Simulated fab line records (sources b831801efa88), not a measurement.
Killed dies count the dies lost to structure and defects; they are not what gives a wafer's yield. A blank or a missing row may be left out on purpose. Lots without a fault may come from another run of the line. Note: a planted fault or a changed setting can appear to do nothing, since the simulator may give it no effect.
Problem report in the 8D (eight disciplines) form, filled by code + flow gf180mcu + the parts of the form that need people (team, actions taken, sign-off) are left out

## 1. THE PROBLEM
PSD_TW at GF_PSD_TW_MEAS_11 reads a mean of 30 on 3 wafers of 1 lot; wafers without a fault read 3141 with a standard deviation of 54. Relative to the usual mean, that is a shift of -58 standard deviations.
First seen on wafer L689.1, day 20 19:12, on filmMetro-02. The record holds 39 wafers of 13 lots with a number at this step. Rule for "out", or "out of limits": more than 4 standard deviations from the usual mean. Any other wafer with a number is counted as sound.

## 2. WHAT IT IS; WHAT IT IS NOT
| question                    | is                     | is not                                                                          |
|-----------------------------|------------------------|---------------------------------------------------------------------------------|
| which readings at this step | PSD_TW                 | -                                                                               |
| which lots                  | L689                   | L671, L673, L674, L675, L676, L679, L681, L682, L683, L692, L693, L694          |
| which wafers of those lots  | all that have a number | -                                                                               |
| read on which gauges        | filmMetro-02           | filmMetro-01, filmMetro-04                                                      |
| when                        | from day 20 19:12      | up to then (27 sound wafers); but 9 sound wafers of L692, L693, L694 came after |

## 3. THE SUSPECTS, EACH WITH WHAT RULES IT OUT
Counting: a tool at a process step up to the reading stays a suspect if it ran every lot that is out and no sound lot after the first of them.
- the gauge at GF_PSD_TW_MEAS_11: ruled out. All the wafers that are out were read on filmMetro-02, but those of them that GF_NSD_STRIP_11 has rows for are out there too, on other tools.
- plasmaAsher-02 at GF_POLY_GATE_STRIP_14 (strips in O2/N2): kept. It ran the lot that is out, L689 (day 14 15:28), and no sound lot after that; its last sound lot up to then is L682 (day 12 09:34).
- plasmaAsher-02 at GF_NSD_STRIP_11 (strips in O2/N2): kept. It ran the lot that is out, L689 (day 19 18:32), and no sound lot after that; its last sound lot up to then is L682 (day 16 23:22). Its own oesProductAu readings are out on those wafers.
- plasmaAsher-03 at GF_PSD_STRIP_10 (strips in O2/N2): kept. It ran the lot that is out, L689 (day 20 19:06), and no sound lot after that; its last sound lot up to then is L682 (day 17 22:22). Its own oesProductAu, stripTimeToEndpointS readings are out on those wafers.
After the count, these remain: plasmaAsher-02 at GF_POLY_GATE_STRIP_14, plasmaAsher-02 at GF_NSD_STRIP_11 and plasmaAsher-03 at GF_PSD_STRIP_10.

## 4. THE CAUSE (what the simulator had put in)
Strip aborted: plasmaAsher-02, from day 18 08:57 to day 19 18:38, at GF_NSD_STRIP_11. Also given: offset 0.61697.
3 suspects survive the count, and this tool is in that group.

## 5. THE EFFECT CHAIN, in route order
Each row: a reading whose mean over the struck wafers that have a number lies more than 3 standard deviations from the usual. Only readings for which the record gives a usual standard deviation are gone through. hours: the time from each lot's start at the first step in this table that gives one to its start at this step, as a median over the lots. sigmas: the change in usual standard deviations.
| hours | step              | reading              | usual      | on struck wafers | change | sigmas      |
|-------|-------------------|----------------------|------------|------------------|--------|-------------|
| 0     | GF_NSD_STRIP_11   | oesProductAu         | 0.488 a.u. | 0.354            | -0.134 | -27         |
| 25    | GF_PSD_STRIP_10   | oesProductAu         | 0.595 a.u. | 0.646            | +0.051 | +11         |
| 25    | GF_PSD_STRIP_10   | stripTimeToEndpointS | 16.43 s    | 25.98            | +9.55  | +99 or more |
| 25    | GF_PSD_TW_MEAS_11 | PSD_TW               | 3141       | 30               | -3111  | -58         |
It contains these process steps:
- GF_NSD_STRIP_11: strips in O2/N2.
- GF_PSD_STRIP_10: strips in O2/N2.
Readings that are blank on the struck wafers while sound wafers have them: stripTimeToEndpointS at GF_NSD_STRIP_11.
At these later measuring or inspecting steps, every struck wafer for which the step has a row has a number for every such reading, and none has moved that far: GF_PSD_RS_MEAS_15.

## 6. HOW IT WOULD HAVE BEEN CAUGHT EARLIER
The first out-of-limits reading at a measuring or inspecting step in this record came at day 20 19:12, 58 hours after the fault's start at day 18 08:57.
At GF_NSD_STRIP_11, the tool's own readings (oesProductAu) were out on each struck wafer the step has a row for, so an alarm limit on them would have fired on the first such wafer.
By day 20 19:12 the whole set of lots that are out, 1 in number, had already begun GF_NSD_STRIP_11 on plasmaAsher-02. Tool hold at that time: it would have spared none of them.
